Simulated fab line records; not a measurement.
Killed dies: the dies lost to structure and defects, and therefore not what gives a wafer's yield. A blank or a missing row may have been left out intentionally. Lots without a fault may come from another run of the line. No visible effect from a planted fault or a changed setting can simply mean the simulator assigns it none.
A lot that was struck, set against a sound lot + flow sky130 + 42 out of 708 route steps
Sound: these wafers, L332.1, L332.4, L332.6. Wafers L349.1, L349.4, L349.5 were the ones struck. At the end, the cause is stated.
Each step with rows lists, per side, the tool, then ch with its chambers, then its first start. Under that, the readings that differ: sound wafers + struck wafers + difference of the means + sigmas: that difference in standard deviations of wafers without a fault.
alike: a reading whose means differ by less than 2 such deviations, as well as words and numbers matching on both sides. not compared: withheld readings; readings where some wafer has no value; bounds like >300 that might hide an equal value; numbers whose values overlap and for which the record gives no deviation.
The two part at a step that has a row with sigmas, a row that says differs or no value, or rows on one side only. Numbers that have no deviation but don't overlap get no sigmas and don't part them. A reading missing from all wafers of one side parts the sides only when that side holds two or more wafers.

first, 2 steps without rows for these wafers: SKY_NWELL_IMPLANT_12; SKY_NWELL_IMPLANT_13.
SKY_NWELL_STRIP_14: strips in O2/N2.
  sound on plasma-asher-02 ch 0,1, day 5 07:59; struck on plasma-asher-04 ch 1, day 9 13:30
  alike: drypump-motor-current-A, oes-product-au, strip-time-to-endpoint-s
  not compared: rf-hours-counter-h
SKY_NWELL_TW_MEAS_15:
  struck on film-metro-04, day 9 13:36; sound on film-metro-02, day 5 08:05
| reading  | sound          | struck         | difference | sigmas |
|----------|----------------|----------------|------------|--------|
| NWELL_TW | 1824 1826 1819 | 1859 1872 1863 | +42        | +3     |
then, 7 steps without rows for these wafers: SKY_NWELL_DEHYDRATE_16 (time 60 s); SKY_NWELL_HMDS_17 (prime time 60 s); SKY_NWELL_COAT_18 (resist thk 3000 nm); SKY_NWELL_SOFTBAKE_19; SKY_NWELL_EXPOSE_20 (exposes mask NWM COMPLEMENT, target cd 840 nm); SKY_NWELL_PEB_21; SKY_NWELL_DEVELOP_22 (develop time 60 s).
SKY_NWELL_OVL_MEAS_23:
  struck on overlay-01, day 10 12:21; sound on overlay-02, day 6 00:58
  alike: NWELL_01_OVL
SKY_NWELL_IMPLANT_24:
  sound on implanter-02 ch 0, day 6 01:00; struck on implanter-01 ch 0, day 10 12:23
  alike: end-station-pressure-torr
SKY_NWELL_STRIP_25: strips in O2/N2.
  sound on plasma-asher-01 ch 0,1, day 6 01:09; struck on plasma-asher-04 ch 0,1, day 10 12:32
  alike: drypump-motor-current-A, oes-product-au, strip-time-to-endpoint-s
  not compared: rf-hours-counter-h
SKY_NWELL_TW_MEAS_26:
  struck on film-metro-02, day 10 12:38; sound on film-metro-03, day 6 01:15
  alike: NWELL_2_TW
then, 1 step without rows for these wafers: SKY_NWELL_CLEAN_27 (cleans in SC1/SC2, time 150 s).
SKY_NWELL_RTA_28: time 30 s.
  sound on rtp-anneal-02 ch 0, day 6 01:22; struck on rtp-anneal-01 ch 0, day 10 12:45
  alike: lamp-power-pct, wafer_temp_C_max
SKY_NWELL_RS_MEAS_29: a four-point-probe measurement.
  struck on film-metro-03, day 10 12:51; sound on film-metro-02, day 6 01:28
  alike: NWELL_RS
SKY_NWELL_RS_MEAS_31: a four-point-probe measurement.
  struck on film-metro-03, day 10 13:05; sound on film-metro-02, day 6 01:42
  alike: PWDE_RS
then, 7 steps without rows for these wafers: SKY_VT_ADJUST_HVTP_DEHYDRATE_00 (time 60 s); SKY_VT_ADJUST_HVTP_HMDS_01 (prime time 60 s); SKY_VT_ADJUST_HVTP_COAT_02 (resist thk 1140 nm); SKY_VT_ADJUST_HVTP_SOFTBAKE_03 (time 60 s); SKY_VT_ADJUST_HVTP_EXPOSE_04 (exposes mask HVTPM, target cd 380 nm); SKY_VT_ADJUST_HVTP_PEB_05; SKY_VT_ADJUST_HVTP_DEVELOP_06 (develop time 59.14 s).
SKY_VT_ADJUST_HVTP_CD_MEAS_07 targets a cd of 380 nm.
  struck on cd-sem-02, day 11 12:40; sound on cd-sem-01, day 6 19:10
  alike: cd-nm
SKY_VT_ADJUST_HVTP_OVL_MEAS_08:
  struck on overlay-02, day 11 12:47; sound on overlay-01, day 6 19:17
  alike: VT_ADJUST_HVTP_OVL
after that, 1 step had no rows for these wafers: SKY_VT_ADJUST_HVTP_IMPLANT_09.
SKY_VT_ADJUST_HVTP_STRIP_10: strips in O2/N2.
  sound on plasma-asher-04 ch 0,1, day 6 19:28; struck on plasma-asher-04 ch 0,1, day 11 12:58
  alike: drypump-motor-current-A, oes-product-au, strip-time-to-endpoint-s
  not compared: rf-hours-counter-h
SKY_VT_ADJUST_HVTP_TW_MEAS_11:
  struck on film-metro-04, day 11 13:04; sound on film-metro-04, day 6 19:34
  alike: VT_ADJUST_HVTP_TW
then, 7 steps without rows for these wafers: SKY_VT_ADJUST_LVTN_DEHYDRATE_00 (time 60 s); SKY_VT_ADJUST_LVTN_HMDS_01 (prime time 60 s); SKY_VT_ADJUST_LVTN_COAT_02 (resist thk 3000 nm); SKY_VT_ADJUST_LVTN_SOFTBAKE_03; SKY_VT_ADJUST_LVTN_EXPOSE_04 (exposes mask NWM COMPLEMENT LESS NATIVE, target cd 840 nm); SKY_VT_ADJUST_LVTN_PEB_05; SKY_VT_ADJUST_LVTN_DEVELOP_06 (develop time 60 s).
SKY_VT_ADJUST_LVTN_OVL_MEAS_07:
  struck on overlay-01, day 12 14:00; sound on overlay-01, day 7 14:36
  alike: VT_ADJUST_LVTN_OVL
after that, 1 step had no rows for these wafers: SKY_VT_ADJUST_LVTN_IMPLANT_08.
SKY_VT_ADJUST_LVTN_STRIP_09: strips in O2/N2.
  sound on plasma-asher-01 ch 0,1, day 7 14:47; struck on plasma-asher-01 ch 0,1, day 12 14:11
  alike: drypump-motor-current-A, oes-product-au, strip-time-to-endpoint-s
  not compared: rf-hours-counter-h
-- the record jumps here: 38 days lie between the struck wafers' starts before and after (it left off in module VT_ADJUST_LVTN and takes up again in module PAD_OPEN, whose first step shown is number 708 of the route) --
SKY_PAD_OPEN_PROBE_99:
  struck on prober-02, day 50 20:10; sound on prober-01, day 47 02:41
| reading                                          | sound             | struck            | difference | sigmas |
|--------------------------------------------------|-------------------|-------------------|------------|--------|
| killed-at-contacts                               | 18 18 19          | 29 28 31          | +11        | +2     |
| model.etest.res-pwell-under-gate.rs-ohm-sq-range | 70.54 39.08 51.19 | 227.9 202.6 211.6 | +160.4     |        |
  alike: killed_at_M0_to_M3, killed_at_M4_up, killed-at-front-end, killed-at-other, killed-dies, killed-open, killed-short

## WHERE THEY PART
Last at SKY_PAD_OPEN_PROBE_99 as far as this record goes, first at SKY_NWELL_TW_MEAS_15.

WHY: whatever the simulator had introduced
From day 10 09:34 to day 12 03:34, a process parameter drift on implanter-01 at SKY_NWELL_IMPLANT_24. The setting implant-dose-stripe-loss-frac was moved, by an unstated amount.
